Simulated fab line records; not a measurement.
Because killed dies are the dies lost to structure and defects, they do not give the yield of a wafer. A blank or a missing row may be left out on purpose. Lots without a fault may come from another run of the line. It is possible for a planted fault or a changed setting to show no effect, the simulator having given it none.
Shared-tool check	flow sky130	Sampled: 11 lots, 33 wafers

WHAT PROMPTED THE OPENING
2 of 11 lots carry a flag on the reading VT_ADJUST_LVTN_2_TW at SKY_VT_ADJUST_LVTN_TW_MEAS_21. Fault-free wafers read 188.2, with a standard deviation of 1.3.
Rule: flag the lot when none of its wafers has a number, or when each of its wafers that has one lies beyond 4 standard deviations from that mean. All remaining lots are regarded as sound.

lot	measured	on	VT_ADJUST_LVTN_2_TW, wafer by wafer	flag
L168	day 8 03:49	filmMetro-02	189.8 190.7 189.6	
L169	day 8 06:22	filmMetro-02	189.4 188.9 189.8	
L170	day 8 14:07	filmMetro-02	189.2 188.6 188.8	
L172	day 9 12:51	filmMetro-03	189.3 189.5 190.6	
L174	day 9 19:48	filmMetro-03	189.7 189.0 189.7	
L176	day 10 08:17	filmMetro-03	186.6 187.5 187.4	
L178	day 10 22:53	filmMetro-03	204.4 203.9 203.4	FLAGGED
L180	day 11 08:21	filmMetro-03	204.5 204.4 204.8	FLAGGED
L181	day 11 14:39	filmMetro-04	188.5 187.2 187.4	
L188	day 13 15:09	filmMetro-04	186.8 186.1 186.9	
L190	day 14 04:19	filmMetro-04	186.3 185.1 185.8	
Average over the flagged lots: 204.2; offset from the usual +16.0, equal to +12 standard deviations.

TOOL THAT RAN EACH LOT
The record keeps 1 process step preceding the reading, out of 708 steps on the route. Cell contents, in order: the tool; ch with the chambers the sampled wafers went through; the start.
lot	flag	SKY_VT_ADJUST_LVTN_IMPLANT_19
L168		implanter-01 ch 0, day 8 03:36
L169		implanter-04 ch 0, day 8 06:07
L170		implanter-01 ch 0, day 8 13:52
L172		implanter-01 ch 0, day 9 12:36
L174		implanter-04 ch 0, day 9 19:33
L176		implanter-01 ch 0, day 10 08:04
L178	FLAGGED	implanter-01 ch 0, day 10 22:39
L180	FLAGGED	implanter-01 ch 0, day 11 08:06
L181		implanter-02 ch 0, day 11 14:24
L188		implanter-04 ch 0, day 13 14:54
L190		implanter-04 ch 0, day 14 04:04
What the steps here do:
- SKY_VT_ADJUST_LVTN_IMPLANT_19
- SKY_VT_ADJUST_LVTN_TW_MEAS_21

FLAGGED AGAINST TOTAL, ONE TOOL AT A TIME (gauges that did the reading follow at the end)
step	tool	lots run	flagged	share of the flagged lots	sound lots run after its first flagged lot
SKY_VT_ADJUST_LVTN_IMPLANT_19	implanter-01	6	2	all	0
SKY_VT_ADJUST_LVTN_IMPLANT_19	implanter-02	1	0	none	-
SKY_VT_ADJUST_LVTN_IMPLANT_19	implanter-04	4	0	none	-
SKY_VT_ADJUST_LVTN_TW_MEAS_21	filmMetro-02	3	0	none	-
SKY_VT_ADJUST_LVTN_TW_MEAS_21	filmMetro-03	5	2	all	0
SKY_VT_ADJUST_LVTN_TW_MEAS_21	filmMetro-04	3	0	none	-

WHAT THE TABLE PERMITS
implanter-01 at SKY_VT_ADJUST_LVTN_IMPLANT_19 and filmMetro-03 at SKY_VT_ADJUST_LVTN_TW_MEAS_21 are the 2 rows of the table that ran each flagged lot.
- implanter-01 at SKY_VT_ADJUST_LVTN_IMPLANT_19 ran 6 lots, 2 of them flagged. It ran its last sound lot, L176, at day 10 08:04 and its first flagged lot, L178, at day 10 22:39: a fault with its onset between the two fits. Its own readings (doseIonsCm2, faradayCurrentUA) fall more than 4 standard deviations out on all wafers of the flagged lots.
- filmMetro-03 at SKY_VT_ADJUST_LVTN_TW_MEAS_21 ran 5 lots, 2 of them flagged. It ran its last sound lot, L176, at day 10 08:17 and its first flagged lot, L178, at day 10 22:53: a fault with its onset between the two fits.
Counting lots can't tell these 2 tools apart, because each fits a fault that began at some hour. More lots, or a look at what each step does to the wafer, might.

WHAT THE SIMULATOR PUT IN
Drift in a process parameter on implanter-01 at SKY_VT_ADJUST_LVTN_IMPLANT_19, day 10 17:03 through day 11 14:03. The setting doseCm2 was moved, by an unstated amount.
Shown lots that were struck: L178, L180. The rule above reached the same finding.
